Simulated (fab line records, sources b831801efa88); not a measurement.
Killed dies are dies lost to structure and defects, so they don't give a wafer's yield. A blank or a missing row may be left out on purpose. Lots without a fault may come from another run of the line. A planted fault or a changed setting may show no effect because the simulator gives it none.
A struck lot beside a sound one | flow sky130 | 42 steps out of a route of 708
Sound: wafers L952.1, L952.4, L952.6. Struck: wafers L954.2, L954.3, L954.6. The cause comes at the end.
At each step with rows: each side's tool, then ch and its chambers, then its first start. Under that, the readings that differ: sound wafers | struck wafers | difference of the means | sigmas: that difference in standard deviations of wafers without a fault.
alike: readings whose means differ by less than 2 such deviations, and words and numbers that are the same on both sides. not compared: withheld readings, readings that some wafer has no value for, bounds like >300 that may hide the same value, and numbers for which the record gives no deviation and whose values overlap.
The two part at a step that has a row with sigmas, a row that says differs or no value, or rows on one side only. Numbers that don't overlap but have no deviation are shown without sigmas and don't part them. A reading that every wafer of one side lacks parts them only if that side has two wafers or more.

SKY_POLY_CUT_ETCH_10: etches BARC in N2/H2, stops on SiO2, time 45.9 s, target depth 60 nm.
  sound on rie_diel-01 ch 0,1,3, day 26 16:32; struck on rie_diel-03 ch 1,2,3, day 26 21:13
  alike: drypump_motor_current_A, oes_product_au, throttle_valve_pct
  not compared: rf_hours_counter_h
SKY_POLY_CUT_ETCH_11: etches Si3N4 in CF4/CH2F2/Ar, stops on poly-Si, time 42.5 s, target depth 60 nm.
  sound on rie_diel-01 ch 0,1,3, day 26 16:35; struck on rie_diel-03 ch 1,2,3, day 26 21:16
  alike: drypump_motor_current_A, oes_product_au, throttle_valve_pct
  not compared: rf_hours_counter_h
then, 8 steps without rows for these wafers: SKY_POLY_CUT_STRIP_12 (strips in O2/N2); SKY_SD_P_DEHYDRATE_00 (time 60 s); SKY_SD_P_HMDS_01 (prime time 60 s); SKY_SD_P_COAT_02 (resist thk 1140 nm); SKY_SD_P_SOFTBAKE_03 (time 60 s); SKY_SD_P_EXPOSE_04 (exposes mask PSDM, target cd 380 nm); SKY_SD_P_PEB_05; SKY_SD_P_DEVELOP_06 (develop time 60 s).
SKY_SD_P_CD_MEAS_07: target cd 380 nm.
  sound on cd_sem-02, day 27 21:33; struck on cd_sem-01, day 28 01:17
  reading    | sound       | struck      | difference | sigmas
  cd_nm (nm) | 373 375 374 | 382 382 384 | +9         | +3
SKY_SD_P_OVL_MEAS_08:
  sound on overlay-02, day 27 21:40; struck on overlay-02, day 28 01:23
  reading       | sound       | struck         | difference | sigmas
  SD_P_OVL (nm) | 2.1 1.1 1.5 | -1.8 -1.0 -1.1 | -2.9       | -3
SKY_SD_P_IMPLANT_09:
  sound on implanter-02 ch 0, day 27 21:43; struck on implanter-03, day 28 01:26
  no value came back on the struck wafers for beam_energy_keV, beam_on_s (s); on the sound wafers beam_energy_keV reads 19.634 19.642 19.643
SKY_SD_P_STRIP_10: strips in O2/N2.
  sound on plasma_asher-01 ch 0,1, day 27 21:52; struck on plasma_asher-03 ch 0,1, day 28 01:34
  reading                      | sound             | struck            | difference | sigmas
  oes_product_au (a.u.)        | 0.619 0.621 0.623 | 0.709 0.708 0.715 | +0.090     | +19
  strip_time_to_endpoint_s (s) | 17.37 17.45 17.39 | 14.17 14.09 14.16 | -3.26      | -68
  alike: drypump_motor_current_A
  not compared: rf_hours_counter_h
SKY_SD_P_TW_MEAS_11:
  sound on film_metro-01, day 27 21:58; struck on film_metro-02, day 28 01:40
  reading | sound          | struck   | difference | sigmas
  SD_P_TW | 2834 2810 2824 | 30 30 30 | -2793      | -99 or more
then, 8 steps without rows for these wafers: SKY_RES_XHIGH_DEHYDRATE_00 (time 60 s); SKY_RES_XHIGH_HMDS_01 (prime time 60 s); SKY_RES_XHIGH_COAT_02 (resist thk 1140 nm); SKY_RES_XHIGH_SOFTBAKE_03 (time 60 s); SKY_RES_XHIGH_EXPOSE_04 (exposes mask URPM, target cd 1270 nm); SKY_RES_XHIGH_PEB_05; SKY_RES_XHIGH_DEVELOP_06 (develop time 60 s); SKY_RES_XHIGH_IMPLANT_07.
SKY_RES_XHIGH_STRIP_08: strips in O2/N2.
  sound on plasma_asher-03 ch 0,1, day 29 01:57; struck on plasma_asher-03 ch 0,1, day 29 06:01
  alike: drypump_motor_current_A, oes_product_au, strip_time_to_endpoint_s
  not compared: rf_hours_counter_h
SKY_RES_XHIGH_TW_MEAS_09:
  sound on film_metro-02, day 29 02:03; struck on film_metro-01, day 29 06:08
  alike: RES_XHIGH_TW
then, 7 steps without rows for these wafers: SKY_SD_N_DEHYDRATE_00 (time 60 s); SKY_SD_N_HMDS_01 (prime time 60 s); SKY_SD_N_COAT_02 (resist thk 1140 nm); SKY_SD_N_SOFTBAKE_03 (time 60 s); SKY_SD_N_EXPOSE_04 (exposes mask NSDM, target cd 380 nm); SKY_SD_N_PEB_05; SKY_SD_N_DEVELOP_06 (develop time 60 s).
SKY_SD_N_CD_MEAS_07: target cd 380 nm.
  sound on cd_sem-02, day 30 05:46; struck on cd_sem-01, day 30 10:09
  alike: cd_nm
SKY_SD_N_OVL_MEAS_08:
  sound on overlay-01, day 30 05:53; struck on overlay-02, day 30 10:16
  reading       | sound          | struck      | difference | sigmas
  SD_N_OVL (nm) | -1.9 -1.8 -1.0 | 0.4 1.2 1.3 | +2.5       | +2
then, 2 steps without rows for these wafers: SKY_SD_N_IMPLANT_09; SKY_SD_N_IMPLANT_10.
SKY_SD_N_STRIP_11: strips in O2/N2.
  sound on plasma_asher-03 ch 0,1, day 30 06:13; struck on plasma_asher-02 ch 0,1, day 30 10:35
  alike: drypump_motor_current_A, oes_product_au, strip_time_to_endpoint_s
  not compared: rf_hours_counter_h
SKY_SD_N_TW_MEAS_12:
  sound on film_metro-03, day 30 06:19; struck on film_metro-02, day 30 10:42
  alike: SD_N_TW
then, 1 step without rows for these wafers: SKY_SD_N_CLEAN_13 (cleans in SC1/SC2, time 150 s).
SKY_SD_N_RTA_14: time 2 s.
  sound on rtp_anneal-01 ch 0, day 30 06:25; struck on rtp_anneal-02 ch 0, day 30 10:49
  alike: lamp_power_pct, ramp_down_c_per_s, wafer_temp_C_max
SKY_SD_N_RS_MEAS_16: measures by four-point-probe.
  sound on film_metro-01, day 30 06:36; struck on film_metro-03, day 30 10:59
  alike: SD_N_RS
SKY_SD_N_RS_MEAS_17: measures by four-point-probe.
  sound on film_metro-01, day 30 06:43; struck on film_metro-03, day 30 11:07
  reading          | sound             | struck            | difference | sigmas
  SD_P_RS (ohm/sq) | 148.3 148.8 148.5 | 132.9 132.9 132.7 | -15.7      | -52

WHERE THEY PART
First at SKY_SD_P_CD_MEAS_07; last, within this record, at SKY_SD_N_RS_MEAS_17.

WHY: what the simulator had put in
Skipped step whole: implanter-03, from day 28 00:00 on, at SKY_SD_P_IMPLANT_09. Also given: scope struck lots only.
